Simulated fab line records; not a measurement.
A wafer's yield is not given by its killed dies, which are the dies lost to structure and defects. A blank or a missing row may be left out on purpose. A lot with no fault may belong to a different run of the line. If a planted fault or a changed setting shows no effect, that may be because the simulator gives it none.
Which of the tools did it? ; flow sky130 ; 13 lots, 39 wafers sampled, at 2 steps of a route of 708

== WHAT THE GAUGES SHOWED, per wafer ==
SKY_VT_ADJUST_HVTR_CD_MEAS_07 targets a cd of 380 nm. Usual: cd nm reads 380.3 nm (standard deviation 2.4).
lot;measured;on;cd nm (nm);flag
L606;day 9 09:29;cd sem-02;379.5 378.2 379.8;
L610;day 10 09:47;cd sem-02;379.1 377.8 376.1;
L611;day 10 17:43;cd sem-02;382.3 383.8 382.2;
L612;day 11 02:31;cd sem-02;380.6 380.2 380.0;
L613;day 11 12:33;cd sem-01;381.2 383.6 381.7;
L614;day 12 13:03;cd sem-01;377.4 379.0 379.3;
L616;day 12 16:04;cd sem-01;384.5 383.0 381.4;
L615;day 12 17:00;cd sem-02;384.1 381.1 381.6;
L618;day 13 05:20;cd sem-01;380.6 380.0 381.2;
L626;day 15 11:21;cd sem-02;379.6 377.3 379.4;
L627;day 15 20:07;cd sem-02;377.1 376.8 376.8;
L628;day 16 03:07;cd sem-01;377.2 375.5 377.7;
L629;day 16 13:11;cd sem-02;379.8 381.5 379.3;

SKY_SONOS_ONO_OVL_MEAS_14. Usual: SONOS_ONO_OVL 1.1 nm, standard deviation 1.4.
lot;measured;on;SONOS_ONO_OVL (nm);flag
L606;day 12 11:56;overlay-01;0.5 2.3 1.1;
L610;day 13 15:37;overlay-02;1.3 1.0 2.8;
L611;day 14 01:50;overlay-02;3.1 1.5 1.6;
L612;day 14 10:35;overlay-02;3.5 2.9 1.1;
L613;day 14 21:32;overlay-02;-0.4 0.2 -1.7;
L614;day 16 00:49;overlay-02;-1.8 -0.3 2.9;
L616;day 16 05:56;overlay-01;-0.1 -0.2 1.2;
L615;day 16 05:50;overlay-02;2.7 2.7 1.2;
L618;day 16 22:23;overlay-02;1.8 -1.8 -1.3;
L626;day 19 07:35;overlay-02;0.0 2.6 1.2;
L627;day 19 16:11;overlay-02;0.3 1.3 1.7;
L628;day 20 01:37;overlay-02;1.7 1.7 1.2;
L629;day 20 12:57;overlay-01;1.4 4.3 1.0;

== WHAT TOOL EACH LOT RAN ON (gives the tool, then ch and the chambers of the sampled wafers, and finally the start) ==
There is no process step in the record ahead of these readings.

== AS READ BY THE TOOLS THEMSELVES (means over the sampled wafers that have a number; for cases with no such wafer, the mark the record gives instead) ==
The record holds no such reading with a usual standard deviation.

== THE ANSWER, worked out from the rows above alone ==
Rule: a lot is off if the mean of its wafers that have a number lies more than 3 standard deviations from the usual mean. A lot without any number at a reading at which 4 lots or more have one is off too. Where the step has rows for the other lots, those lots are counted as sound. Order of review: gauges by route order, followed by the tools' own readings, for which a lot's mean as printed above is used. The first step at which some lot is off is used, and at that step the reading that is off furthest; a lot without a number counts as furthest.
Across all readings shown, no lot is off: no conclusion can be drawn from this.

== WHAT WAS PUT IN BY THE SIMULATOR ==
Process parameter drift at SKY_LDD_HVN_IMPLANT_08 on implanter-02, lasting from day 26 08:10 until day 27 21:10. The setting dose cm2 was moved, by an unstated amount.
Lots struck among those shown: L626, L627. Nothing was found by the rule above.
